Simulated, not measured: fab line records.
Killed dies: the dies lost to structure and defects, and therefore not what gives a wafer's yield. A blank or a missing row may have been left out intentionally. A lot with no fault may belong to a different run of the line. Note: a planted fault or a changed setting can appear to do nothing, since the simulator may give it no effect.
A single fault, viewed from 2 desks + flow sky130 + only its own numbers are on each desk; what lay behind them is given at the end

== FROM THE METROLOGY DESK ==
What the gauges read, lot by lot, whatever tool the lot ran on: means of the sampled wafers that have a number. A lot is out of limits, marked OUT, if its mean lies more than 4 standard deviations from the usual mean; the brackets give that distance.
Columns: A = VIA3_OVL at SKY_VIA3_OVL_MEAS_13, usual 0 nm; B = VIA3_W_RS at SKY_VIA3_RS_MEAS_22, usual 0.293 ohm/sq; C = VIA3_W_THK at SKY_VIA3_THK_MEAS_23, usual 374 nm
| lot  | first seen here | A  | B     | C   |
|------|-----------------|----|-------|-----|
| L628 | day 39 22:05    | -5 | 0.288 | 386 |
| L629 | day 40 10:26    | 3  | 0.293 | 374 |
| L641 | day 43 21:20    | -1 | 0.291 | 375 |
| L642 | day 44 08:21    | 11 | 0.299 | 365 |
| L646 | day 45 01:22    | 0  | 0.294 | 372 |
| L647 | day 45 06:39    | -4 | 0.289 | 379 |
Finding of this desk: none of the 6 lots has anything out of limits.

== AT THE TOOL OWNER'S DESK: pvd-sputter-02 ==
The tool's own readings at SKY_METAL4_SPUTTER_00 (material Ti, target thk 15 nm, time 10 s): means of the sampled wafers that have a number, for each lot that ran on this tool. A lot is out of limits, marked OUT, if its mean lies more than 4 standard deviations from the usual mean; the brackets give that distance.
Columns: A = throttle-valve-pct at SKY_METAL4_SPUTTER_00, usual 30.4 %
| lot  | first seen here | A    |
|------|-----------------|------|
| L628 | day 39 23:31    | 31.1 |
| L641 | day 43 22:43    | 30.9 |
| L646 | day 45 02:53    | 31.3 |
| L647 | day 45 08:15    | 31.0 |
Finding of this desk: none of the 4 lots has anything out of limits.

== BROUGHT TOGETHER ==
Metrology desk: nothing out of limits seen.
The tool owner's desk saw nothing out of limits.

== WHAT THE SIMULATOR PUT IN ==
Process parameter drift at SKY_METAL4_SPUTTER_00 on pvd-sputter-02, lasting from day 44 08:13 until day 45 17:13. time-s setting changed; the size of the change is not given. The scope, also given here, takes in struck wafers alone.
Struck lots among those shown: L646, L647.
